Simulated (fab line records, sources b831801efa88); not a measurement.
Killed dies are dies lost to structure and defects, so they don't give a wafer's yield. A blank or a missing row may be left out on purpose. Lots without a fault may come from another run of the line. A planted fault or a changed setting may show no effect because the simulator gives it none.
One fault seen from 2 desks | flow sky130 | each desk has only its own numbers; what lay behind them comes last

THE TOOL OWNER'S DESK: rtp_anneal-02
The tool's own readings at SKY_SD_N_RTA_14 (time 2 s): means of the sampled wafers that have a number, for each lot that ran on this tool. A lot is out of limits, marked OUT, if its mean lies more than 4 standard deviations from the usual mean; the brackets give that distance.
Columns: A = lamp_power_pct at SKY_SD_N_RTA_14, usual 15.74 %; B = wafer_temp_C_max at SKY_SD_N_RTA_14, usual 1078.1
lot  | first seen here | A               | B
L131 | day 28 06:40    | 15.73           | 1078.1
L135 | day 29 11:07    | 16.53 (+15) OUT | 1108.3 (+23) OUT
L137 | day 30 13:34    | 16.48 (+14) OUT | 1107.9 (+23) OUT
L147 | day 33 03:56    | 15.74           | 1079.1
L149 | day 34 02:40    | 15.77           | 1078.4
L151 | day 34 13:52    | 15.71           | 1078.8
L153 | day 35 06:20    | 15.72           | 1078.2
This desk's finding: out of limits on L135, L137; first on L135, day 29 11:07 (lamp_power_pct at SKY_SD_N_RTA_14). In limits: L131, L147, L149, L151, L153.

THE METROLOGY DESK
What the gauges read, lot by lot, whatever tool the lot ran on: means of the sampled wafers that have a number. A lot is out of limits, marked OUT, if its mean lies more than 4 standard deviations from the usual mean; the brackets give that distance.
Columns: A = VT_ADJUST_LVTN_OVL at SKY_VT_ADJUST_LVTN_OVL_MEAS_07, usual -0.6 nm; B = SD_N_RS at SKY_SD_N_RS_MEAS_16, usual 68.65 ohm/sq; C = SD_P_RS at SKY_SD_N_RS_MEAS_17, usual 147.3 ohm/sq
lot  | first seen here | A    | B               | C
L131 | day 7 03:18     | -3.6 | 68.72           | 147.3
L132 | day 7 04:27     | -1.7 | 68.67           | 147.3
L135 | day 8 01:02     | -0.7 | 63.26 (-41) OUT | 121.7 (-66) OUT
L137 | day 8 13:39     | 0.3  | 63.17 (-42) OUT | 121.6 (-66) OUT
L146 | day 10 22:03    | 0.4  | 68.67           | 147.7
L147 | day 11 03:19    | 1.6  | 68.52           | 147.2
L149 | day 11 16:42    | -1.0 | 68.54           | 146.8
L151 | day 12 07:48    | 0.7  | 68.54           | 147.0
L152 | day 12 17:23    | -1.3 | 68.78           | 147.6
L153 | day 12 22:31    | -0.4 | 68.78           | 147.3
L154 | day 13 07:51    | 0.3  | 68.77           | 147.6
This desk's finding: out of limits on L135, L137; first on L135, day 29 11:17 (SD_N_RS at SKY_SD_N_RS_MEAS_16). In limits: L131, L132, L146, L147, L149, L151, L152, L153, L154.

PUT TOGETHER
The tool owner's desk could have raised an alarm at day 29 11:07, on L135, L137.
The metrology desk could have raised an alarm at day 29 11:17, on L135, L137.
Of the lots named, all ran SKY_SD_N_RTA_14 on rtp_anneal-02.

WHAT THE SIMULATOR HAD PUT IN
Process parameter drift: rtp_anneal-02, from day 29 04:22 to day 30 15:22, at SKY_SD_N_RTA_14. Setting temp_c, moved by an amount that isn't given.
Lots struck among those shown: L135, L137.
Hours from the fault's start to each desk's first reading out of limits: the tool owner's desk, 7; the metrology desk, 7.
